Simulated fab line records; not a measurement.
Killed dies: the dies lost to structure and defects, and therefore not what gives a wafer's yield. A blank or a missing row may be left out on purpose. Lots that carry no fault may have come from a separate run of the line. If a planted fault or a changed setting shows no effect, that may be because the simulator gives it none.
Which tool is to blame? | flow gf180mcu | Sampling: 7 lots, 21 wafers, 2 of 602 route steps

== WHAT EACH GAUGE READ, for each wafer ==
GF_HV_LDD_CD_MEAS_07 targets a cd of 400 nm.
lot  | measured     | on       | cdNm (nm)
L836 | day 9 23:46  | cdSem-02 | 402.8 404.2 402.5
L838 | day 10 20:23 | cdSem-02 | 398.3 396.1 396.7
L840 | day 11 07:12 | cdSem-01 | 398.7 402.4 402.6
L845 | day 12 21:31 | cdSem-01 | 412.3 401.9 402.3
L854 | day 16 03:34 | cdSem-01 | 399.7 400.3 402.1
L856 | day 16 16:35 | cdSem-02 | 402.0 401.0 401.2
L858 | day 17 07:13 | cdSem-02 | 401.9 401.0 402.3

== TOOL THAT RAN EACH LOT (tool first, then ch and the chambers of the sampled wafers, then the start) ==
lot  | GF_HV_LDD_DEVELOP_06
L836 | lithoTrack-03 ch 0, day 9 23:37
L838 | lithoTrack-01 ch 0, day 10 20:14
L840 | lithoTrack-04 ch 0, day 11 07:03
L845 | lithoTrack-04 ch 0, day 12 21:22
L854 | lithoTrack-04 ch 0, day 16 03:25
L856 | lithoTrack-04 ch 0, day 16 16:26
L858 | lithoTrack-03 ch 0, day 17 07:04
- GF_HV_LDD_DEVELOP_06: develop time 60 s.

== THE ANSWER, worked out from the rows above alone ==
Rule: what is usual is taken from the lots themselves. The widest of any qualifying gaps counts: lots, ordered by their means at a reading, are off when they make up no more than a third of the lots, leave a main group of 4 or more, and stand apart from it by 3 or more times the standard deviation of that group's means. Not used: any main group whose means are identical at the precision the tables above print for the reading. A lot without any number at a reading at which 4 lots or more have one is off too. Any other lot the step has rows for is counted as sound.
None of the lots is off at any reading shown; this tells nothing.

== WHAT HAD BEEN PUT IN BY THE SIMULATOR ==
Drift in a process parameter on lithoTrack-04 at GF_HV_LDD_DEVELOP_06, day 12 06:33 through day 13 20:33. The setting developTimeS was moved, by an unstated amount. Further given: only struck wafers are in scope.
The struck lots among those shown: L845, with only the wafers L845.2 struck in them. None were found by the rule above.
